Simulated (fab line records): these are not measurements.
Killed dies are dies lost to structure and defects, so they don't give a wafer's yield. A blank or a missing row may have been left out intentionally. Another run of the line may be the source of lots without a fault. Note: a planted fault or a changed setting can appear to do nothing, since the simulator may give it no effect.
fab line records    flow sky130    part 1 of 2: steps 1 to 25 of 33
[record] lots = 5  wafers = 15  last_day = 49
route steps=708 shown CONTACT@422 METAL1@434
lots that met no fault: from a run of the same line without faults
start_h: start of the lot's first displayed wafer, in hours after the record's first day    wait_h: hours elapsed since this lot's preceding step    " unchanged from the row above    L1.1+2: a row that stands for several wafers    - no value, or no start given    * or withheld: withheld    < > ~ a bound
route shown NAME@n: NAME is a module with steps in the file, n the number in the route of the first one    usual: the fault-free wafers' mean and standard deviation    same: alike in all rows    chamber/n: place in a boat    sites: the reading at each site    _std_site: the values' standard deviation    _edge_site: outer sites' mean less inner sites'    radius_mm: for every site, how far away it sits from the centre of the wafer    mask NAME#n: copy n    behind: the last tool/chamber to shape the wafer    hold: what put the lot on hold/how long, in hours/how the hold closed    device: names the non-switching transistor (n, p or np)    end of line: the tests these same wafers got at the end of their route    step lacking rows: just its recipe    killed: dies lost to structure and defects at the first sort, not the wafer's yield    map: shows each die of a wafer: x if killed, . if not, _ if none is there
set.NAME: the run value of the setting; set.NAME@STEP: its run value at that earlier step    model.NAME: the simulator's own value behind a step, which no gauge read
lots seen at some steps along the route; tables by step, rows by wafer
services: the hour from which a tool's chamber was out of use, counted from the record's first day as start_h (under 0 if before that day), plus the number of hours and why
[[steps]]
[step SKY_CONTACT_ETCH_16]
[recipe] chemistry = N2/H2  target = BARC  ion_energy_ev = 200  source_w = 500  bias_w = 100  pressure_mtorr = 30  n2_flow_sccm = 100  h2_flow_sccm = 200  stop_on = SiO2  time_s = 45.9  target_depth_a = 600
[usual] bias_w = 100.03/0.29  drypump_motor_current_A = 5.9/0.45  n2_flow_sccm = 100.01/0.26  oes_product_au = 0.855/0.0047  throttle_valve_pct = 13.226/0.0096
lot.wafer  tool         chamber  start_h  wait_h  bias_w  drypump_motor_current_A  n2_flow_sccm  oes_product_au  rf_hours_counter_h  throttle_valve_pct
L075.1     rie_diel-03  1        740.61   0.0     99.75   6.2                      100.05        0.856           6                   13.233
L075.5     "            3        "        "       99.85   5.9                      100.06        0.857           -                   13.211
L075.6     "            2        "        "       99.87   6.4                      99.72         0.859           -                   13.228
L079.2     rie_diel-01  0        769.89   0.0     99.66   6.3                      99.62         0.861           15                  13.231
L079.4     "            2        "        "       99.93   5.9                      99.75         0.858           12                  13.221
L079.6     "            3        "        "       99.68   5.8                      100.02        0.854           -                   13.228
L084.2     rie_diel-04  1        811.29   0.0     100.01  6.4                      100.40        0.853           12                  13.210
L084.4     "            3        "        "       100.46  4.8                      99.65         0.853           8                   13.237
L084.6     "            0        "        "       99.72   5.7                      100.19        0.850           -                   13.221
L088.1     rie_diel-01  2        840.61   0.0     100.10  5.9                      99.70         0.857           15                  13.256
L088.2     "            1        "        "       100.16  5.5                      100.27        0.854           20                  13.223
L088.3     "            0        "        "       100.49  6.4                      99.79         0.855           17                  13.209
L095.2     rie_diel-03  2        884.13   0.0     99.88   6.4                      100.54        0.858           15                  13.225
L095.5     "            0        "        "       100.57  5.3                      100.18        0.859           -                   13.228
L095.6     "            3        "        "       99.72   6.0                      100.24        0.856           -                   13.230
[step SKY_CONTACT_ETCH_17]
[recipe] target = SiO2  chemistry = C4F8/O2/Ar  stop_on = Si3N4  mask_material = KrF-thick  source_w = 1500  bias_w = 1200  pressure_mtorr = 40  c4f8_flow_sccm = withheld  O2_flow_sccm = 6  Ar_flow_sccm = 300  time_s = withheld  target_depth_a = 3400
[usual] bias_w = 1200/3.6  oes_product_au = 0.891/0.0045
lot.wafer  tool         chamber  start_h  wait_h  bias_w  oes_product_au
L075.1     rie_diel-03  1        740.65   0.0     1204    0.893
L075.5     "            3        "        "       1191    0.896
L075.6     "            2        "        "       1202    0.890
L079.2     rie_diel-01  0        769.93   0.0     1200    0.897
L079.4     "            2        "        "       1204    0.890
L079.6     "            3        "        "       1199    0.889
L084.2     rie_diel-04  1        811.34   0.0     1201    0.886
L084.4     "            3        "        "       1204    0.885
L084.6     "            0        "        "       1205    0.886
L088.1     rie_diel-01  2        840.65   0.0     1202    0.890
L088.2     "            1        "        "       1193    0.893
L088.3     "            0        "        "       1200    0.890
L095.2     rie_diel-03  2        884.18   0.0     1201    0.886
L095.5     "            0        "        "       1194    0.891
L095.6     "            3        "        "       1200    0.898
[step SKY_CONTACT_ETCH_18]
[recipe] target = Si3N4  chemistry = CHF3/O2  stop_on = TiN  source_w = 600  bias_w = 200  pressure_mtorr = 40  chf3_flow_sccm = 50  O2_flow_sccm = 5  time_s = 39  target_depth_a = 750
[usual] bias_w = 200.0/0.64  drypump_motor_current_A = 5.9/0.45  oes_product_au = 0.854/0.007  throttle_valve_pct = 8.792/0.0089
lot.wafer  tool         chamber  start_h  wait_h  bias_w  drypump_motor_current_A  oes_product_au  rf_hours_counter_h  throttle_valve_pct
L075.1     rie_diel-03  1        -        -       199.2   6.2                      0.859           6                   8.797
L075.5     "            3        "        "       200.5   5.9                      0.858           -                   8.783
L075.6     "            2        "        "       199.8   6.3                      0.864           -                   8.772
L079.2     rie_diel-01  0        -        -       200.8   6.3                      0.853           15                  8.787
L079.4     "            2        "        "       200.5   5.9                      0.862           12                  8.795
L079.6     "            3        "        "       199.6   5.8                      0.859           -                   8.814
L084.2     rie_diel-04  1        -        -       199.9   6.3                      0.852           12                  8.785
L084.4     "            3        "        "       200.2   4.8                      0.858           8                   8.796
L084.6     "            0        "        "       199.7   5.7                      0.853           -                   8.798
L088.1     rie_diel-01  2        -        -       200.5   5.9                      0.853           15                  8.781
L088.2     "            1        "        "       200.5   5.5                      0.850           20                  8.816
L088.3     "            0        "        "       199.5   6.3                      0.848           17                  8.799
L095.2     rie_diel-03  2        -        -       200.8   6.4                      0.845           15                  8.784
L095.5     "            0        "        "       200.5   5.3                      0.850           -                   8.802
L095.6     "            3        "        "       201.0   5.9                      0.866           -                   8.793
[step SKY_CONTACT_STRIP_19]
[recipe] chemistry = O2/N2  power_w = 1400  pressure_mtorr = 1500  platen_temp_c = withheld  o2_flow_sccm = 3000  n2_flow_sccm = 300  overash_fraction = 0.5
[usual] drypump_motor_current_A = 5.3/0.46  n2_flow_sccm = 300.0/0.9  oes_product_au = 0.381/0.0046  strip_time_to_endpoint_s = 3.61/0.031
[same] overash_fraction = 0.5
lot.wafer  tool             chamber  start_h  wait_h  drypump_motor_current_A  n2_flow_sccm  oes_product_au  rf_hours_counter_h  strip_time_to_endpoint_s
L075.1     plasma_asher-03  1        740.74   -       4.9                      299.3         0.394           65                  3.65
L075.5     "                0        "        "       6.1                      300.4         0.382           -                   3.68
L075.6     "                1        "        "       4.9                      300.4         0.382           -                   3.69
L079.2     plasma_asher-03  1        770.03   -       5.0                      300.0         0.395           68                  3.64
L079.4     "                1        "        "       5.0                      300.7         0.381           -                   3.60
L079.6     "                1        "        "       5.0                      298.8         0.373           -                   3.64
L084.2     plasma_asher-02  0        811.43   -       4.8                      299.4         0.373           94                  3.59
L084.4     "                0        "        "       4.8                      300.1         0.379           -                   3.59
L084.6     "                1        "        "       4.8                      300.5         0.379           -                   3.60
L088.1     plasma_asher-04  0        840.74   -       5.5                      300.2         0.382           41                  3.60
L088.2     "                1        "        "       5.3                      300.5         0.378           41                  3.62
L088.3     "                0        "        "       5.5                      299.3         0.384           -                   3.58
L095.2     plasma_asher-02  1        884.27   -       4.8                      299.0         0.374           101                 3.65
L095.5     "                0        "        "       4.8                      299.4         0.373           -                   3.60
L095.6     "                1        "        "       4.9                      299.2         0.383           -                   3.62
[step SKY_CONTACT_STRIP_20]
[recipe] chemistry = post_etch_residue_remover  time_s = 1200  temp_c = 72.5
[usual] bath_heat_duty_pct = 14.8/1.3
lot.wafer  tool          chamber  start_h  wait_h  bath_heat_duty_pct
L075.1     wet_bench-01  1        740.84   0.1     15.5
L075.5     "             1        "        "       14.2
L075.6     "             1        "        "       15.3
L079.2     wet_bench-02  2        770.13   0.1     14.3
L079.4     "             2        "        "       13.8
L079.6     "             2        "        "       14.4
L084.2     wet_bench-01  0        811.53   0.1     16.1
L084.4     "             0        "        "       16.4
L084.6     "             0        "        "       17.8
L088.1     wet_bench-04  3        840.84   0.1     16.4
L088.2     "             3        "        "       15.4
L088.3     "             3        "        "       16.5
L095.2     wet_bench-01  2        884.37   0.1     14.6
L095.5     "             2        "        "       16.7
L095.6     "             2        "        "       15.2
[step SKY_CONTACT_CLEAN_21]
[recipe] chemistry = IPA  time_s = 180  temp_c = 25
[usual] bath_heat_duty_pct = 6.4/0.67
lot.wafer  tool          chamber  start_h  wait_h  bath_heat_duty_pct
L075.1     wet_bench-04  3        741.18   0.0     6.2
L075.5     "             3        "        "       7.3
L075.6     "             3        "        "       7.7
L079.2     wet_bench-01  2        770.81   0.0     5.5
L079.4     "             2        "        "       6.8
L079.6     "             2        "        "       6.5
L084.2     wet_bench-01  3        811.87   0.0     6.5
L084.4     "             3        "        "       6.1
L084.6     "             3        "        "       5.8
L088.1     wet_bench-02  1        841.22   0.0     5.2
L088.2     "             1        "        "       6.5
L088.3     "             1        "        "       7.1
L095.2     wet_bench-04  3        884.71   0.0     7.0
L095.5     "             3        "        "       7.2
L095.6     "             3        "        "       6.4
[step SKY_CONTACT_CLEAN_22]
[recipe] chemistry = O3/DIW  dry = n2_spin
lot.wafer   tool          chamber  start_h  wait_h
L075.1+5+6  wet_bench-04  2        741.24   0.0
L079.2+4+6  wet_bench-04  1        770.87   0.0
L084.2+4+6  wet_bench-04  3        811.93   0.0
L088.1+2+3  wet_bench-01  2        841.28   0.0
L095.2+5+6  wet_bench-02  0        884.77   0.0
[step SKY_CONTACT_SPUTTER_23]
[recipe] material = TiN  target_thk_nm = 20  chamber_pressure_pa = 5  power_w = 4000  time_s = 80
[usual] throttle_valve_pct = 29.8/1.1
lot.wafer  tool            chamber  start_h  wait_h  throttle_valve_pct
L075.1     pvd_sputter-04  -        741.33   0.0     30.3
L075.5     "               -        "        "       28.3
L075.6     "               -        "        "       32.2
L079.2     pvd_sputter-04  -        770.96   0.0     29.2
L079.4     "               -        "        "       32.5
L079.6     "               -        "        "       30.2
L084.2     pvd_sputter-01  -        812.02   0.0     29.8
L084.4     "               -        "        "       30.6
L084.6     "               -        "        "       29.9
L088.1     pvd_sputter-04  -        841.37   0.0     30.1
L088.2     "               -        "        "       32.7
L088.3     "               -        "        "       28.0
L095.2     pvd_sputter-04  -        884.87   0.0     32.5
L095.5     "               -        "        "       32.4
L095.6     "               -        "        "       29.1
[step SKY_CONTACT_CVD_24]
[recipe] material = W  target_thk_nm = 340  time_s = 102.12  temp_c = 400  pressure_torr = 40
[usual] heater_power_w = 952/140
lot.wafer  tool      chamber  start_h  wait_h  heater_power_w
L075.1     cvd_w-02  0        741.40   0.0     883
L075.5     "         1        "        "       891
L075.6     "         0        "        "       893
L079.2     cvd_w-02  1        771.02   0.0     906
L079.4     "         1        "        "       877
L079.6     "         0        "        "       895
L084.2     cvd_w-02  0        812.08   0.0     895
L084.4     "         1        "        "       871
L084.6     "         0        "        "       895
L088.1     cvd_w-01  1        841.43   0.0     839
L088.2     "         0        "        "       1217
L088.3     "         0        "        "       1178
L095.2     cvd_w-01  1        884.93   0.0     857
L095.5     "         0        "        "       1203
L095.6     "         1        "        "       850
[step SKY_CONTACT_RS_MEAS_25]
[recipe] thk_meas_gauge = four-point-probe  reads = W_of_CONTACT_CVD_24+TiN_of_CONTACT_SPUTTER_23
[usual] CONTACT_W_RS = 0.339/0.0033
lot.wafer  tool           chamber  start_h  wait_h  CONTACT_W_RS[ohm/sq]
L075.1     film_metro-04  -        741.51   0.1     0.343
L075.5     "              -        "        "       0.343
L075.6     "              -        "        "       0.343
L079.2     film_metro-01  -        771.15   0.1     0.340
L079.4     "              -        "        "       0.340
L079.6     "              -        "        "       0.337
L084.2     film_metro-04  -        812.21   0.1     0.338
L084.4     "              -        "        "       0.338
L084.6     "              -        "        "       0.339
L088.1     film_metro-02  -        841.54   0.1     0.339
L088.2     "              -        "        "       0.342
L088.3     "              -        "        "       0.341
L095.2     film_metro-04  -        885.06   0.1     0.341
L095.5     "              -        "        "       0.343
L095.6     "              -        "        "       0.342
[step SKY_CONTACT_THK_MEAS_26]
[recipe] thk_meas_gauge = xrf  reads = W_of_CONTACT_CVD_24
[usual] CONTACT_W_THK = 345/3.8
lot.wafer  tool           chamber  start_h  wait_h  CONTACT_W_THK[nm]
L075.1     film_metro-04  -        741.63   0.1     340
L075.5     "              -        "        "       341
L075.6     "              -        "        "       338
L079.2     film_metro-01  -        771.26   0.1     349
L079.4     "              -        "        "       346
L079.6     "              -        "        "       352
L084.2     film_metro-04  -        812.32   0.1     343
L084.4     "              -        "        "       343
L084.6     "              -        "        "       343
L088.1     film_metro-02  -        841.66   0.1     343
L088.2     "              -        "        "       342
L088.3     "              -        "        "       344
L095.2     film_metro-04  -        885.17   0.1     345
L095.5     "              -        "        "       343
L095.6     "              -        "        "       344
[step SKY_CONTACT_CMP_27]
[recipe] stop_on = SiO2  t_overpolish_s = 15  down_force_psi = 3.5  platen_rpm = 60  target_thk_nm = 0  pad_velocity_m_s = 0.94248
[usual] edge_zone_pressure_frac = 1.001/0.0046  motor_current_A = 10.7/0.99  overpolish_run_s = 15.000/0.0081  time_to_endpoint_s = 81.5/2.8
[same] t_overpolish_s = 15
lot.wafer  tool    chamber  start_h  wait_h  edge_zone_pressure_frac  motor_current_A  overpolish_run_s  time_to_endpoint_s
L075.1     cmp-02  2        741.79   0.1     0.997                    10.7             15.000            82.1
L075.5     "       0        "        "       1.000                    9.9              14.993            79.9
L075.6     "       1        "        "       0.993                    12.8             14.993            82.2
L079.4     cmp-01  3        771.36   0.1     1.002                    10.2             14.991            85.6
L079.2     "       0        "        "       1.002                    12.2             14.993            79.8
L079.6     "       3        "        "       0.995                    10.0             15.001            86.2
L084.2     cmp-02  3        812.37   0.0     1.003                    9.8              14.999            79.5
L084.4     "       0        "        "       0.996                    10.6             15.008            82.2
L084.6     "       0        "        "       0.995                    11.0             15.005            78.5
L088.1     cmp-01  2        841.72   0.1     1.004                    9.6              15.007            82.4
L088.2     "       3        "        "       0.999                    10.6             14.993            83.7
L088.3     "       0        "        "       0.997                    12.6             15.009            78.6
L095.2     cmp-01  2        885.46   0.3     1.005                    10.0             15.001            82.0
L095.6     "       3        "        "       1.003                    10.3             14.990            82.8
L095.5     "       0        "        "       1.000                    12.1             15.002            81.3
[step SKY_METAL1_SPUTTER_00]
[recipe] material = Ti  target_thk_nm = 15  power_w = 3000  time_s = 10  chamber_pressure_pa = 0.4
[usual] throttle_valve_pct = 30.0/1.2
lot.wafer  tool            chamber  start_h  wait_h  throttle_valve_pct
L075.1     pvd_sputter-03  -        741.99   0.1     30.1
L075.5     "               -        "        "       30.2
L075.6     "               -        "        "       30.3
L079.2     pvd_sputter-02  -        771.61   0.1     31.3
L079.4     "               -        "        "       30.0
L079.6     "               -        "        "       29.4
L084.2     pvd_sputter-02  -        812.67   0.2     30.0
L084.4     "               -        "        "       29.3
L084.6     "               -        "        "       29.2
L088.1     pvd_sputter-02  -        842.02   0.2     30.4
L088.2     "               -        "        "       30.8
L088.3     "               -        "        "       29.4
L095.2     pvd_sputter-04  -        885.61   0.1     32.3
L095.5     "               -        "        "       27.9
L095.6     "               -        "        "       30.3
[step SKY_METAL1_SPUTTER_01]
[recipe] material = TiN  target_thk_nm = 20  power_w = 6500  time_s = 16.7  chamber_pressure_pa = 0.4
[usual] throttle_valve_pct = 30.0/1.1
lot.wafer  tool            chamber  start_h  wait_h  throttle_valve_pct
L075.1     pvd_sputter-03  -        742.01   0.0     30.4
L075.5     "               -        "        "       30.3
L075.6     "               -        "        "       30.1
L079.2     pvd_sputter-02  -        771.63   0.0     31.0
L079.4     "               -        "        "       30.2
L079.6     "               -        "        "       29.3
L084.2     pvd_sputter-02  -        812.69   0.0     30.5
L084.4     "               -        "        "       29.5
L084.6     "               -        "        "       29.8
L088.1     pvd_sputter-02  -        842.04   0.0     30.1
L088.2     "               -        "        "       30.7
L088.3     "               -        "        "       29.8
L095.2     pvd_sputter-04  -        885.63   0.0     32.5
L095.5     "               -        "        "       28.2
L095.6     "               -        "        "       30.1
[step SKY_METAL1_SPUTTER_02]
[recipe] material = AlCu  target_thk_nm = 250  power_w = 10600  time_s = 13.3  chamber_pressure_pa = 0.4
[usual] throttle_valve_pct = 30.0/1.1
lot.wafer  tool            chamber  start_h  wait_h  throttle_valve_pct
L075.1     pvd_sputter-03  -        742.03   0.0     30.4
L075.5     "               -        "        "       30.1
L075.6     "               -        "        "       30.4
L079.2     pvd_sputter-02  -        771.66   0.0     31.2
L079.4     "               -        "        "       30.3
L079.6     "               -        "        "       29.7
L084.2     pvd_sputter-02  -        812.72   0.0     30.1
L084.4     "               -        "        "       29.7
L084.6     "               -        "        "       29.6
L088.1     pvd_sputter-02  -        842.07   0.0     30.4
L088.2     "               -        "        "       31.0
L088.3     "               -        "        "       29.6
L095.2     pvd_sputter-04  -        885.66   0.0     32.4
L095.5     "               -        "        "       28.1
L095.6     "               -        "        "       30.2
[step SKY_METAL1_SPUTTER_03]
[recipe] material = Ti  target_thk_nm = 5  power_w = 3000  time_s = 3.3  chamber_pressure_pa = 0.4
[usual] throttle_valve_pct = 30.0/1.1
lot.wafer  tool            chamber  start_h  wait_h  throttle_valve_pct
L075.1     pvd_sputter-03  -        742.06   0.0     30.1
L075.5     "               -        "        "       30.1
L075.6     "               -        "        "       30.2
L079.2     pvd_sputter-02  -        771.68   0.0     31.1
L079.4     "               -        "        "       30.4
L079.6     "               -        "        "       29.4
L084.2     pvd_sputter-02  -        812.74   0.0     30.4
L084.4     "               -        "        "       29.3
L084.6     "               -        "        "       29.6
L088.1     pvd_sputter-02  -        842.09   0.0     30.4
L088.2     "               -        "        "       30.7
L088.3     "               -        "        "       29.5
L095.2     pvd_sputter-04  -        885.68   0.0     32.6
L095.5     "               -        "        "       28.1
L095.6     "               -        "        "       30.1
[step SKY_METAL1_SPUTTER_04]
[recipe] material = TiN  target_thk_nm = 70  power_w = 6500  time_s = 58.3  chamber_pressure_pa = 0.4
[usual] throttle_valve_pct = 30.0/1.1
lot.wafer  tool            chamber  start_h  wait_h  throttle_valve_pct
L075.1     pvd_sputter-03  -        742.08   0.0     30.2
L075.5     "               -        "        "       30.0
L075.6     "               -        "        "       30.0
L079.2     pvd_sputter-02  -        771.70   0.0     31.1
L079.4     "               -        "        "       30.3
L079.6     "               -        "        "       29.5
L084.2     pvd_sputter-02  -        812.76   0.0     30.3
L084.4     "               -        "        "       29.7
L084.6     "               -        "        "       29.6
L088.1     pvd_sputter-02  -        842.11   0.0     29.9
L088.2     "               -        "        "       30.7
L088.3     "               -        "        "       29.5
L095.2     pvd_sputter-04  -        885.70   0.0     32.4
L095.5     "               -        "        "       28.4
L095.6     "               -        "        "       30.1
[step SKY_METAL1_RS_MEAS_05]
[recipe] thk_meas_gauge = four-point-probe  reads = TiN_of_METAL1_SPUTTER_04+Ti_of_METAL1_SPUTTER_03+AlCu_of_METAL1_SPUTTER_02+TiN_of_METAL1_SPUTTER_01+Ti_of_METAL1_SPUTTER_00
[usual] METAL1_ALCU_RS = 0.1275/0.0012
lot.wafer  tool           chamber  start_h  wait_h  METAL1_ALCU_RS[ohm/sq]
L075.1     film_metro-01  -        742.13   0.0     0.1283
L075.5     "              -        "        "       0.1281
L075.6     "              -        "        "       0.1273
L079.2     film_metro-04  -        771.77   0.0     0.1274
L079.4     "              -        "        "       0.1278
L079.6     "              -        "        "       0.1269
L084.2     film_metro-03  -        812.83   0.0     0.1277
L084.4     "              -        "        "       0.1259
L084.6     "              -        "        "       0.1270
L088.1     film_metro-03  -        842.16   0.0     0.1284
L088.2     "              -        "        "       0.1272
L088.3     "              -        "        "       0.1270
L095.2     film_metro-03  -        885.77   0.0     0.1258
L095.5     "              -        "        "       0.1265
L095.6     "              -        "        "       0.1278
[step SKY_METAL1_THK_MEAS_06]
[recipe] thk_meas_gauge = xrf  reads = AlCu_of_METAL1_SPUTTER_02
[usual] METAL1_ALCU_THK = 251.5/2.5
lot.wafer  tool           chamber  start_h  wait_h  METAL1_ALCU_THK[nm]
L075.1     film_metro-01  -        742.25   0.1     248.1
L075.5     "              -        "        "       248.5
L075.6     "              -        "        "       251.2
L079.2     film_metro-04  -        771.88   0.1     252.1
L079.4     "              -        "        "       251.2
L079.6     "              -        "        "       253.2
L084.2     film_metro-03  -        812.94   0.1     251.6
L084.4     "              -        "        "       255.8
L084.6     "              -        "        "       254.0
L088.1     film_metro-03  -        842.28   0.1     250.7
L088.2     "              -        "        "       251.1
L088.3     "              -        "        "       249.7
L095.2     film_metro-03  -        885.88   0.1     257.4
L095.5     "              -        "        "       254.3
L095.6     "              -        "        "       252.9
[step SKY_METAL1_DEHYDRATE_07]
[recipe] temp_c = 200  time_s = 60
lot.wafer   tool            chamber  start_h  wait_h
L075.1+5+6  litho_track-04  0        754.98   12.7
L079.2+4+6  litho_track-01  0        784.71   12.8
L084.2+4+6  litho_track-04  0        825.25   12.3
L088.1+2+3  litho_track-04  0        854.63   12.3
L095.2+5+6  litho_track-01  0        897.91   12.0
[step SKY_METAL1_HMDS_08]
[recipe] prime_time_s = 60  prime_temp_c = 120
lot.wafer   tool            chamber  start_h  wait_h
L075.1+5+6  litho_track-04  0        755.13   0.1
L079.2+4+6  litho_track-01  0        784.86   0.1
L084.2+4+6  litho_track-04  0        825.40   0.1
L088.1+2+3  litho_track-04  0        854.78   0.1
L095.2+5+6  litho_track-01  0        898.06   0.1
[step SKY_METAL1_COAT_09]
[recipe] resist = BARC  temp_c = withheld  time_s = withheld  spin_rpm = 3000  resist_thk_nm = 60
lot.wafer   tool            chamber  start_h  wait_h
L075.1+5+6  litho_track-04  0        755.28   0.1
L079.2+4+6  litho_track-01  0        785.01   0.1
L084.2+4+6  litho_track-04  0        825.55   0.1
L088.1+2+3  litho_track-04  0        854.93   0.1
L095.2+5+6  litho_track-01  0        898.21   0.1
[step SKY_METAL1_COAT_10]
[recipe] resist = KrF-thick  spin_rpm = 3000  resist_thk_nm = 450
lot.wafer   tool            chamber  start_h  wait_h
L075.1+5+6  litho_track-04  0        -        -
L079.2+4+6  litho_track-01  0        -        -
L084.2+4+6  litho_track-04  0        -        -
L088.1+2+3  litho_track-04  0        -        -
L095.2+5+6  litho_track-01  0        -        -
[step SKY_METAL1_SOFTBAKE_11]
[recipe] temp_c = 100  time_s = 90  resist = KrF-thick
lot.wafer   tool            chamber  start_h  wait_h
L075.1+5+6  litho_track-04  0        -        -
L079.2+4+6  litho_track-01  0        -        -
L084.2+4+6  litho_track-04  0        -        -
L088.1+2+3  litho_track-04  0        -        -
L095.2+5+6  litho_track-01  0        -        -
[step SKY_METAL1_EXPOSE_12]
[recipe] mask_id = MM1  na = 0.8  source_shape = annular  sigma_inner = 0.55  sigma_outer = 0.85  target_cd_nm = 140  dose_mj = 28
[usual] reticle_temp_C = 23.01/0.12
lot.wafer  tool            chamber  start_h  wait_h  mask   reticle_temp_C
L075.1     krf_scanner-02  0        -        -       MM1#0  22.97
L075.5     "               0        "        "       MM1#0  23.05
L075.6     "               0        "        "       MM1#0  22.89
L079.2     krf_scanner-01  0        -        -       MM1#0  23.17
L079.4     "               0        "        "       MM1#0  23.28
L079.6     "               0        "        "       MM1#0  23.22
L084.2     krf_scanner-01  0        -        -       MM1#0  23.00
L084.4     "               0        "        "       MM1#0  22.86
L084.6     "               0        "        "       MM1#0  22.92
L088.1     krf_scanner-01  0        -        -       MM1#0  22.93
L088.2     "               0        "        "       MM1#0  23.17
L088.3     "               0        "        "       MM1#0  22.77
L095.2     krf_scanner-01  0        -        -       MM1#0  23.11
L095.5     "               0        "        "       MM1#0  22.98
L095.6     "               0        "        "       MM1#0  22.98
